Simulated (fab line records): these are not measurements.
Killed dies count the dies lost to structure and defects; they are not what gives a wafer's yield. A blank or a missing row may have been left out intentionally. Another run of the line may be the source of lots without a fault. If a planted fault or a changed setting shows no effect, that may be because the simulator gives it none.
Chamber matching || flow gf180mcu || GF_MIM_CVD_05 on pecvd-03: 3 sister chambers
The step deposits Si3N4, target thk 42 nm, time 29.086 s. 3 wafers are shown with their chamber, then 8 later ones without.

EACH WAFER AND ITS CHAMBER
{"wafer": "L080.6", "chamber": 0, "heaterPowerW (W)": 621}
{"wafer": "L082.4", "chamber": 1, "heaterPowerW (W)": 883}
{"wafer": "L083.1", "chamber": 2, "heaterPowerW (W)": 627}

WAFERS WITH NO CHAMBER GIVEN
{"wafer": "L083.2", "heaterPowerW (W)": 677}
{"wafer": "L083.4", "heaterPowerW (W)": 636}
{"wafer": "L089.2", "heaterPowerW (W)": 695}
{"wafer": "L089.3", "heaterPowerW (W)": 724}
{"wafer": "L089.4", "heaterPowerW (W)": 689}
{"wafer": "L095.1", "heaterPowerW (W)": 586}
{"wafer": "L095.3", "heaterPowerW (W)": 620}
{"wafer": "L095.4", "heaterPowerW (W)": 846}

WHICH CHAMBER EACH WENT THROUGH
{"wafer": "L083.2", "from the rows above": "can't be placed: 2 or 0", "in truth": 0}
{"wafer": "L083.4", "from the rows above": "can't be placed: 2 or 0", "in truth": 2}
{"wafer": "L089.2", "from the rows above": "can't be placed: 2 or 0", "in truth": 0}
{"wafer": "L089.3", "from the rows above": "can't be placed: 2 or 0 or 1", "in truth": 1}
{"wafer": "L089.4", "from the rows above": "can't be placed: 2 or 0", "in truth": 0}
{"wafer": "L095.1", "from the rows above": "can't be placed: 0 or 2", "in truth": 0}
{"wafer": "L095.3", "from the rows above": "can't be placed: 0 or 2", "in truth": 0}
{"wafer": "L095.4", "from the rows above": 1, "in truth": 1}
1 of 8 placed correctly. From these rows, 7 cannot be placed; in 7 the true chamber is one of the candidates. 0 placed wrongly.
How it was worked out, from the rows above alone: a wafer's distance from a chamber is the root of the sum, over the readings, of the square of ((its reading less the chamber's mean) divided by the reading's scatter). The wafer belongs to the nearest chamber; if the next one is less than 2 further off, it can't be placed. For every chamber, the mean is computed from those of its wafers that are shown. The scatter (one wafer shown for each chamber): square how far every hidden wafer sits from the nearest shown wafer, average those squares and take the square root.
